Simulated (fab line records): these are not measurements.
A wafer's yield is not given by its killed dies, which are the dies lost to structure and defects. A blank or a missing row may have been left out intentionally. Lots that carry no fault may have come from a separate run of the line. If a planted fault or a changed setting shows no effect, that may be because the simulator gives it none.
Which tool was responsible?	flow sky130	Sampling: 13 lots, 38 wafers, 3 of 708 route steps

## WHAT EACH GAUGE READ, for each wafer
SKY_VIA3_THK_MEAS_23: measures by xrf.
lot	measured	on	VIA3_W_THK (nm)
L190	day 39 21:22	film metro-01	379 385 383
L192	day 40 10:50	film metro-03	387 379 386
L193	day 40 12:04	film metro-04	383 389 386
L195	day 41 14:44	film metro-03	377 380 384
L196	day 41 23:29	film metro-03	371 377 377
L198	day 42 14:51	film metro-03	388 391 384
L200	day 43 00:53	film metro-03	378 386 382
L199	day 43 02:25	film metro-03	383 384 385
L201	day 43 11:49	film metro-03	380 387 380
L202	day 43 12:08	film metro-03	384 378
L206	day 44 13:20	film metro-03	382 379 381
L208	day 44 22:07	film metro-03	376 386 381
L210	day 45 03:55	film metro-03	390 386 390

## WHAT TOOL EACH LOT RAN ON (gives the tool, then ch and the chambers of the sampled wafers, and finally the start)
lot	SKY_METAL2_SPUTTER_01	SKY_VIA3_SPUTTER_20
L190	pvd sputter-02, day 34 04:37	pvd sputter-02, day 39 21:04
L192	pvd sputter-01, day 34 18:37	pvd sputter-01, day 40 10:30
L193	pvd sputter-02, day 34 21:53	pvd sputter-01, day 40 11:46
L195	pvd sputter-02, day 36 00:42	pvd sputter-02, day 41 14:26
L196	pvd sputter-02, day 36 11:12	pvd sputter-03, day 41 23:10
L198	pvd sputter-02, day 37 04:20	pvd sputter-02, day 42 14:33
L200	pvd sputter-01, day 37 16:35	pvd sputter-03, day 43 00:34
L199	pvd sputter-02, day 37 18:03	pvd sputter-01, day 43 02:05
L201	pvd sputter-01, day 38 00:05	pvd sputter-02, day 43 11:29
L202	pvd sputter-02, day 38 03:09	pvd sputter-03, day 43 11:48
L206	pvd sputter-02, day 39 07:49	pvd sputter-01, day 44 13:01
L208	pvd sputter-03, day 39 16:36	pvd sputter-03, day 44 21:48
L210	pvd sputter-01, day 40 00:29	pvd sputter-03, day 45 03:37
- SKY_METAL2_SPUTTER_01: material TiN, target thk 20 nm, time 16.7 s.
- SKY_VIA3_SPUTTER_20: material TiN, target thk 20 nm, time 80 s.

## AS READ BY THE TOOLS THEMSELVES (means over the sampled wafers that have a number; for cases with no such wafer, the mark the record gives instead)
SKY_METAL2_SPUTTER_01.
lot	tool	throttle valve pct (%)
L190	pvd sputter-02	31.1
L192	pvd sputter-01	31.3
L193	pvd sputter-02	30.4
L195	pvd sputter-02	30.5
L196	pvd sputter-02	30.9
L198	pvd sputter-02	30.6
L200	pvd sputter-01	30.6
L199	pvd sputter-02	30.5
L201	pvd sputter-01	29.9
L202	pvd sputter-02	30.8
L206	pvd sputter-02	30.9
L208	pvd sputter-03	30.7
L210	pvd sputter-01	29.7

SKY_VIA3_SPUTTER_20.
lot	tool	throttle valve pct (%)
L190	pvd sputter-02	30.4
L192	pvd sputter-01	30.8
L193	pvd sputter-01	30.5
L195	pvd sputter-02	30.8
L196	pvd sputter-03	30.6
L198	pvd sputter-02	30.0
L200	pvd sputter-03	30.8
L199	pvd sputter-01	29.9
L201	pvd sputter-02	30.4
L202	pvd sputter-03	30.2
L206	pvd sputter-01	30.8
L208	pvd sputter-03	30.7
L210	pvd sputter-03	30.7

## THE ANSWER, worked out from the rows above alone
Rule: what is usual is taken from the lots themselves. Put in order of their means at a reading, lots are off if they are a third of the lots or fewer, leave a main group of 4 or more, and stand apart from it by a gap of 3 or more times the standard deviation of the main group's means; of several such gaps the widest counts. If all means in a main group match to the digits the tables above print for the reading, that group is not used. A lot without any number at a reading at which 4 lots or more have one is off too. The other lots that the step has rows for count as sound. The gauges are gone through in route order, then the tools' own readings, and for those a lot's mean is taken as printed above. The first step at which some lot is off is used, and at that step the reading that is off furthest; a lot without a number counts as furthest.
Nothing can be told from this: no lot is off at any reading shown.

## WHAT THE SIMULATOR HAD PUT IN
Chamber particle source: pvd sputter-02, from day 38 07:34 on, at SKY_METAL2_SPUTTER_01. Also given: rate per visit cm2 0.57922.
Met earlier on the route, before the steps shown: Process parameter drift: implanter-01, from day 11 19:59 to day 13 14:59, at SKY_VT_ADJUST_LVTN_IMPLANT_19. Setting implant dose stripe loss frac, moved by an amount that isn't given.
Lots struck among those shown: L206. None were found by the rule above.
